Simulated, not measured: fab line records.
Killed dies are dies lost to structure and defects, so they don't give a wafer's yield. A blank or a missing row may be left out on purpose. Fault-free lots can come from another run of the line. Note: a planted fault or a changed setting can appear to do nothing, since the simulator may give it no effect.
A lot that was struck, set against a sound lot / flow sky130 / 15 out of 708 route steps
Sound: the wafers L770.3, L770.5, L770.6. Struck: wafers L780.2, L780.5, L780.6. The cause comes at the end.
Order at every step that has rows: each side's tool, ch and its chambers, its first start. Under that, the readings that differ: sound wafers / struck wafers / difference of the means / sigmas: that difference in standard deviations of wafers without a fault.
alike: readings with means less than 2 such deviations apart, plus words and numbers identical on both sides. not compared: withheld readings, readings lacking a value on some wafer, bounds such as >300 that could conceal the same value, and numbers that have no deviation in the record and whose values overlap.
A row with sigmas, a row that says differs or no value, or rows on one side alone: a step with any of these is where the two part. Non-overlapping numbers with no deviation appear without sigmas and do not part them. A reading missing from all wafers of one side parts the sides only when that side holds two or more wafers.

first, 8 steps without rows for these wafers: SKY_VIA2_DEHYDRATE_04 (time 60 s); SKY_VIA2_HMDS_05 (prime time 60 s); SKY_VIA2_COAT_06 (resist thk 60 nm); SKY_VIA2_COAT_07 (resist thk 450 nm); SKY_VIA2_SOFTBAKE_08 (time 90 s); SKY_VIA2_EXPOSE_09 (exposes mask VIM2, target cd 200 nm); SKY_VIA2_PEB_10; SKY_VIA2_DEVELOP_11 (develop time 60 s).
SKY_VIA2_CD_MEAS_12 targets a cd of 200 nm.
  sound on cdSem-01, day 37 19:34; struck on cdSem-01, day 40 21:08
  alike: cdNm
SKY_VIA2_OVL_MEAS_13:
  sound on overlay-01, day 37 19:39; struck on overlay-02, day 40 21:15
  alike: VIA2_OVL
SKY_VIA2_ETCH_14: etches BARC in N2/H2, stops on SiO2, time 45.9 s, target depth 60 nm.
  sound on rieDiel-04 ch 0,3, day 37 19:41; struck on rieDiel-02 ch 0,3, day 40 21:17
  alike: drypumpMotorCurrentA, oesProductAu, throttleValvePct
  not compared: rfHoursCounterH
SKY_VIA2_ETCH_15: etches SiO2 in C4F8/O2/Ar, stops on TiN, target depth 546 nm, time 84 s.
  sound on rieDiel-04 ch 0,3, day 37 19:43; struck on rieDiel-02 ch 0,3, day 40 21:19
  alike: oesProductAu
  not compared: rfHoursCounterH
SKY_VIA2_STRIP_16: strips in O2/N2.
  sound on plasmaAsher-03 ch 0,1, day 37 19:49; struck on plasmaAsher-04 ch 0,1, day 40 21:23
  no value came back on the struck wafers for chamberPressureMTorr (mTorr), drypumpMotorCurrentA (A), oesProductAu (a.u.), stripTimeToEndpointS (s); on the sound wafers chamberPressureMTorr (mTorr) reads 1500.1 1499.2 1499.3
reading=model.KrF-thick_of_VIA2_COAT_07.thkNm (nm); sound=0 0 0; struck=283 282.6 279.6; difference=+282; sigmas=
  not compared: rfHoursCounterH
then, 1 step without rows for these wafers: SKY_VIA2_STRIP_17 (strips in post etch residue remover, time 1200 s).
-- the record jumps here: 9 days lie between the struck wafers' starts before and after (it left off in module VIA2 and takes up again in module PAD_OPEN, whose first step shown is number 708 of the route) --
SKY_PAD_OPEN_PROBE_99:
  sound on prober-01, day 47 02:15; struck on prober-01, day 49 12:02
reading=defectLimitedYield (%); sound=82.7 82.9 82.3; struck=0 0 0; difference=-83; sigmas=-43
reading=killed_at_M0_to_M3; sound=45 42 47; struck=451 451 455; difference=+408; sigmas=+57
reading=killedDies; sound=85 84 87; struck=492 492 492; difference=+407; sigmas=+44
reading=killedOnRim; sound=17 12 18; struck=96 96 96; difference=+80; sigmas=+21
reading=sort_bin_5_function (%); sound=8.9 10.0 10.0; struck=92.3 93.5 94.7; difference=+83.9; sigmas=+56
reading=sortNPass; sound=407 408 405; struck=0 0 0; difference=-407; sigmas=-44
reading=sortYieldPct (%); sound=82.7 82.9 82.3; struck=0 0 0; difference=-83; sigmas=-43
  alike: killed_at_M4_up, killedAtContacts, killedAtFrontEnd, killedAtOther, killedOpen, killedShort, sort_bin_3_pad_short, sort_bin_6_memory

## WHERE THEY PART
At SKY_VIA2_STRIP_16 first; at SKY_PAD_OPEN_PROBE_99 last (within this record only).

WHY: what the simulator had put in
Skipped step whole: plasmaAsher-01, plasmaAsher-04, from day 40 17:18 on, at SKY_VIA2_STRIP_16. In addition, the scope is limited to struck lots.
